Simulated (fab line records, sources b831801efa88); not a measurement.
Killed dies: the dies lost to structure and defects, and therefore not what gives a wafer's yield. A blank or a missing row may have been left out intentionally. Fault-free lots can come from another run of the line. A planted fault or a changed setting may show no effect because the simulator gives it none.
Check of tool commonality | flow gf180mcu | Sampled: 11 lots, 33 wafers

== WHY THIS WAS OPENED ==
1 of 11 lots carry a flag on the reading VT_IMPLANT_3_TW at GF_VT_IMPLANT_TW_MEAS_32. Fault-free wafers read 266.6, with a standard deviation of 2.1.
Rule: flag the lot when none of its wafers has a number, or when each of its wafers that has one lies beyond 4 standard deviations from that mean. The rest of the lots are taken to be sound.

lot  | measured     | on            | VT_IMPLANT_3_TW, wafer by wafer | flag
L534 | day 6 20:32  | film_metro-02 | 267.2 266.8 268.7               |
L535 | day 7 01:55  | film_metro-02 | 269.2 267.3 268.8               |
L536 | day 7 08:09  | film_metro-02 | 267.5 266.1 268.0               |
L543 | day 9 05:46  | film_metro-02 | 29.9 29.8 29.8                  | FLAGGED
L549 | day 11 00:35 | film_metro-02 | 266.8 266.4 265.6               |
L551 | day 11 12:54 | film_metro-01 | 266.7 266.7 266.1               |
L552 | day 11 20:55 | film_metro-02 | 264.7 266.3 266.4               |
L553 | day 12 03:30 | film_metro-01 | 266.2 266.1 266.0               |
L554 | day 12 07:31 | film_metro-01 | 266.6 265.9 266.5               |
L555 | day 12 12:41 | film_metro-02 | 267.3 267.6 266.4               |
L557 | day 13 04:05 | film_metro-03 | 268.0 266.9 268.0               |
Averaged over the flagged lots the numbers come to 29.8, -236.8 from the usual (-99 or more standard deviations).

== WHICH TOOL EACH LOT WENT THROUGH ==
Before the reading, the record contains 2 process steps out of a 602-step route. Every cell lists first the tool, next ch and the chambers used by the sampled wafers, and last the start.
lot  | flag    | GF_VT_IMPLANT_STRIP_20               | GF_VT_IMPLANT_STRIP_31
L534 |         | plasma_asher-03 ch 0, day 6 05:08    | plasma_asher-04 ch 1, day 6 20:26
L535 |         | plasma_asher-03 ch 0,1, day 6 10:14  | plasma_asher-04 ch 0,1, day 7 01:48
L536 |         | plasma_asher-03 ch 0,1, day 6 17:02  | plasma_asher-03 ch 0,1, day 7 08:03
L543 | FLAGGED | plasma_asher-01 ch 0,1, day 8 13:05  | plasma_asher-01 ch 0,1, day 9 05:41
L549 |         | plasma_asher-04 ch 0,1, day 10 06:32 | plasma_asher-03 ch 0,1, day 11 00:29
L551 |         | plasma_asher-03 ch 0,1, day 10 18:39 | plasma_asher-03 ch 0, day 11 12:48
L552 |         | plasma_asher-04 ch 0,1, day 11 02:28 | plasma_asher-03 ch 0,1, day 11 20:49
L553 |         | plasma_asher-01 ch 0, day 11 08:32   | plasma_asher-04 ch 0,1, day 12 03:23
L554 |         | plasma_asher-03 ch 0,1, day 11 12:11 | plasma_asher-01 ch 0,1, day 12 07:26
L555 |         | plasma_asher-04 ch 0, day 11 17:32   | plasma_asher-04 ch 0,1, day 12 12:35
L557 |         | plasma_asher-04 ch 0,1, day 12 07:42 | plasma_asher-03 ch 0,1, day 13 03:59
What is done by these steps:
- GF_VT_IMPLANT_STRIP_20: strips in O2/N2.
- GF_VT_IMPLANT_STRIP_31: strips in O2/N2.
- GF_VT_IMPLANT_TW_MEAS_32

== FLAGGED OVER TOTAL, TOOL BY TOOL (the gauges that took the reading come last) ==
step                     | tool            | lots run | flagged | share of the flagged lots | sound lots run after its first flagged lot
GF_VT_IMPLANT_STRIP_20   | plasma_asher-01 | 2        | 1       | all                       | 1 (L553)
GF_VT_IMPLANT_STRIP_20   | plasma_asher-03 | 5        | 0       | none                      | -
GF_VT_IMPLANT_STRIP_20   | plasma_asher-04 | 4        | 0       | none                      | -
GF_VT_IMPLANT_STRIP_31   | plasma_asher-01 | 2        | 1       | all                       | 1 (L554)
GF_VT_IMPLANT_STRIP_31   | plasma_asher-03 | 5        | 0       | none                      | -
GF_VT_IMPLANT_STRIP_31   | plasma_asher-04 | 4        | 0       | none                      | -
GF_VT_IMPLANT_TW_MEAS_32 | film_metro-01   | 3        | 0       | none                      | -
GF_VT_IMPLANT_TW_MEAS_32 | film_metro-02   | 7        | 1       | all                       | 3 (L549,L552,L555)
GF_VT_IMPLANT_TW_MEAS_32 | film_metro-03   | 1        | 0       | none                      | -

== THE TABLE: WHAT IT ALLOWS ==
Rows of the table that ran every flagged lot, 3 in all: plasma_asher-01 at GF_VT_IMPLANT_STRIP_20, plasma_asher-01 at GF_VT_IMPLANT_STRIP_31, film_metro-02 at GF_VT_IMPLANT_TW_MEAS_32.
- plasma_asher-01 at GF_VT_IMPLANT_STRIP_20: 1 of its 2 lots flagged. Lots that were sound ran on it after the first flagged one (L553); a persistent fault on the entire tool would not allow that. Its own readings (oes_product_au) fall more than 4 standard deviations out on all wafers of the flagged lots.
- plasma_asher-01 at GF_VT_IMPLANT_STRIP_31: 1 of its 2 lots flagged. Lots that were sound ran on it after the first flagged one (L554); a persistent fault on the entire tool would not allow that. Its own readings (strip_time_to_endpoint_s) fall more than 4 standard deviations out on all wafers of the flagged lots.
- film_metro-02 at GF_VT_IMPLANT_TW_MEAS_32: 1 of its 7 lots flagged. Lots that were sound ran on it after the first flagged one (L549, L552, L555); a persistent fault on the entire tool would not allow that.
Every row of the table either missed a flagged lot or ran a sound lot after the first.

== WHAT HAD BEEN PUT IN BY THE SIMULATOR ==
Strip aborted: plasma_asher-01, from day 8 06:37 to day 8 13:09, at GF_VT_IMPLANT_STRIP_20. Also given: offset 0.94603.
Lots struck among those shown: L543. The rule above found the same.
